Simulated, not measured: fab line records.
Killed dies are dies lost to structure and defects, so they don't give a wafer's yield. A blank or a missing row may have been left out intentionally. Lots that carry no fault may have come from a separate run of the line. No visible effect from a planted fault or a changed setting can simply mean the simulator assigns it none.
2 desks looking at one fault + flow sky130 + what lay behind the numbers comes last; until then each desk has only its own

TOOL OWNER'S DESK, pecvd-03
The tool's own readings at SKY_PASSIVATION_CVD_02 (deposits Si3N4, target thk 540 nm): means of the sampled wafers that have a number, for each lot that ran on this tool. Marked OUT: a lot whose mean sits more than 4 standard deviations from the usual mean, which makes it out of limits; the brackets give that distance.
Columns: A = heater-power-w at SKY_PASSIVATION_CVD_02, usual 779 W; B = susceptor-temp-C at SKY_PASSIVATION_CVD_02, usual 400.02 C
| lot  | first seen here | A   | B      |
|------|-----------------|-----|--------|
| L327 | day 47 09:27    | 874 | 400.09 |
| L328 | day 47 14:04    | 882 | 399.87 |
| L329 | day 47 18:01    | 814 | 400.21 |
| L334 | day 48 14:13    | 844 | 400.02 |
| L336 | day 49 00:55    | 867 | 399.92 |
This desk found nothing out of limits on any of the 5 lots.

THE METROLOGY DESK
Means of the sampled wafers that have a number, per lot and without regard to the tool the lot ran on: this is what the gauges read. Marked OUT: a lot whose mean sits more than 4 standard deviations from the usual mean, which makes it out of limits; the brackets give that distance.
Columns: A = PASSIVATION_CVD_02_THK at SKY_PASSIVATION_THK_MEAS_03, usual 537 nm
| lot  | first seen here | A             |
|------|-----------------|---------------|
| L317 | day 44 09:02    | 544           |
| L318 | day 44 21:47    | 539           |
| L319 | day 45 02:54    | 546           |
| L321 | day 45 11:52    | 543           |
| L327 | day 47 09:41    | 542           |
| L328 | day 47 14:17    | 530           |
| L329 | day 47 18:14    | 535           |
| L334 | day 48 14:32    | 982 (+60) OUT |
| L336 | day 49 01:10    | 977 (+59) OUT |
| L337 | day 49 07:48    | 532           |
This desk reports L334, L336 out of limits; the earliest was L334 at day 48 14:32 (PASSIVATION_CVD_02_THK at SKY_PASSIVATION_THK_MEAS_03). In limits: L317, L318, L319, L321, L327, L328, L329, L337.

BROUGHT TOGETHER
L334, L336 would have let the metrology desk raise an alarm at day 48 14:32.
The tool owner's desk saw nothing out of limits.
The tool owner's desk has L334, L336 on record, within its limits.
Every lot named ran SKY_PASSIVATION_CVD_02 on pecvd-03.

WHAT WAS PUT IN BY THE SIMULATOR
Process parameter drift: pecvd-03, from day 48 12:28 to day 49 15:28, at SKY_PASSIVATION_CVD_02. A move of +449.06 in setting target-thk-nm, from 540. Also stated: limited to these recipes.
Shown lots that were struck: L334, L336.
Hours from the fault's start to each desk's first reading out of limits: the metrology desk, 2.
